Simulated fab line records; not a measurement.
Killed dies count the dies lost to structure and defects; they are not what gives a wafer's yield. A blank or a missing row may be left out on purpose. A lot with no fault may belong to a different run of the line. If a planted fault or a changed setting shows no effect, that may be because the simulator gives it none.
Matching of chambers / flow gf180mcu / GF_POLY_GATE_ETCH_13 on rieSi-02 has 4 sister chambers
The step etches poly-Si in HBr/Cl2, stops on SiO2, target depth 198.5 nm, time 69.6 s. 4 wafers are shown with their chamber, then 9 later ones without.

EACH WAFER AND ITS CHAMBER
wafer=L791.2; chamber=3; drypumpMotorCurrentA (A)=5.29
wafer=L791.3; chamber=0; drypumpMotorCurrentA (A)=5.48
wafer=L792.3; chamber=1; drypumpMotorCurrentA (A)=5.66
wafer=L792.6; chamber=2; drypumpMotorCurrentA (A)=5.24

WAFERS MISSING THEIR CHAMBER
wafer=L796.1; drypumpMotorCurrentA (A)=5.28
wafer=L796.4; drypumpMotorCurrentA (A)=5.52
wafer=L796.6; drypumpMotorCurrentA (A)=5.31
wafer=L797.1; drypumpMotorCurrentA (A)=5.23
wafer=L797.3; drypumpMotorCurrentA (A)=5.50
wafer=L797.5; drypumpMotorCurrentA (A)=5.70
wafer=L799.3; drypumpMotorCurrentA (A)=5.25
wafer=L799.5; drypumpMotorCurrentA (A)=5.29
wafer=L799.6; drypumpMotorCurrentA (A)=5.25

THE CHAMBER EACH PASSED THROUGH
wafer=L796.1; from the rows above=can't be placed: 3 or 2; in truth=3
wafer=L796.4; from the rows above=0; in truth=0
wafer=L796.6; from the rows above=3; in truth=3
wafer=L797.1; from the rows above=2; in truth=2
wafer=L797.3; from the rows above=0; in truth=0
wafer=L797.5; from the rows above=1; in truth=1
wafer=L799.3; from the rows above=can't be placed: 2 or 3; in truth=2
wafer=L799.5; from the rows above=3; in truth=3
wafer=L799.6; from the rows above=can't be placed: 2 or 3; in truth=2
Correctly placed: 6 of 9. These rows do not allow placing 3 (true chamber among the candidates in 3). Number placed wrongly: 0.
How it was worked out, from the rows above alone: a wafer's distance from a chamber is the root of the sum, over the readings, of the square of ((its reading less the chamber's mean) divided by the reading's scatter). If the next closest chamber is less than 2 further off than the closest, the wafer can't be placed; otherwise it belongs to the closest. For every chamber, the mean is computed from those of its wafers that are shown. The scatter: root of mean squared gap, hidden wafer to nearest shown wafer, with one shown wafer a chamber.
